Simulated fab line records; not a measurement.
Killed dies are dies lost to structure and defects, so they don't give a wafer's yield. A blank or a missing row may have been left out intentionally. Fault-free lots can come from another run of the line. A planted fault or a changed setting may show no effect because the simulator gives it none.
Which tool did it?	flow sky130	12 lots, 36 wafers sampled, at 1 step of a route of 708

== WHAT THE GAUGES READ, wafer by wafer ==
SKY_GATE_OXIDE_OVL_MEAS_10.
lot	measured	on	GATE_OXIDE_OVL (nm)
L075	day 13 22:33	overlay-02	-2.0 -3.4 -2.0
L077	day 14 12:12	overlay-01	-0.9 -1.7 -1.3
L079	day 15 11:17	overlay-02	0.3 -0.7 -0.6
L081	day 15 22:58	overlay-02	2.2 1.8 -0.1
L083	day 17 12:36	overlay-01	-0.4 1.7 -0.9
L085	day 18 12:11	overlay-01	-1.2 -1.0 -0.7
L087	day 18 15:44	overlay-02	-2.2 -1.5 -1.8
L089	day 19 06:08	overlay-01	1.4 1.2 1.9
L092	day 20 04:47	overlay-01	-0.1 2.4 0.7
L093	day 20 12:41	overlay-01	0.8 0.3 -0.8
L095	day 21 01:00	overlay-01	-0.7 0.0 -1.1
L097	day 21 22:03	overlay-01	-0.2 0.7 0.2

== WHAT TOOL EACH LOT RAN ON (gives the tool, then ch and the chambers of the sampled wafers, and finally the start) ==
Before these readings, the record contains no process step.

== THE ANSWER, worked out from the rows above alone ==
Rule: the lots themselves supply what counts as usual. The widest of any qualifying gaps counts: lots, ordered by their means at a reading, are off when they make up no more than a third of the lots, leave a main group of 4 or more, and stand apart from it by 3 or more times the standard deviation of that group's means. If all means in a main group match to the digits the tables above print for the reading, that group is not used. Also off: a lot with no number at a reading for which 4 or more lots have one. All remaining lots with rows at the step are treated as sound.
No lot is off at any reading shown: from this, nothing can be told.

== WHAT THE SIMULATOR HAD PUT IN ==
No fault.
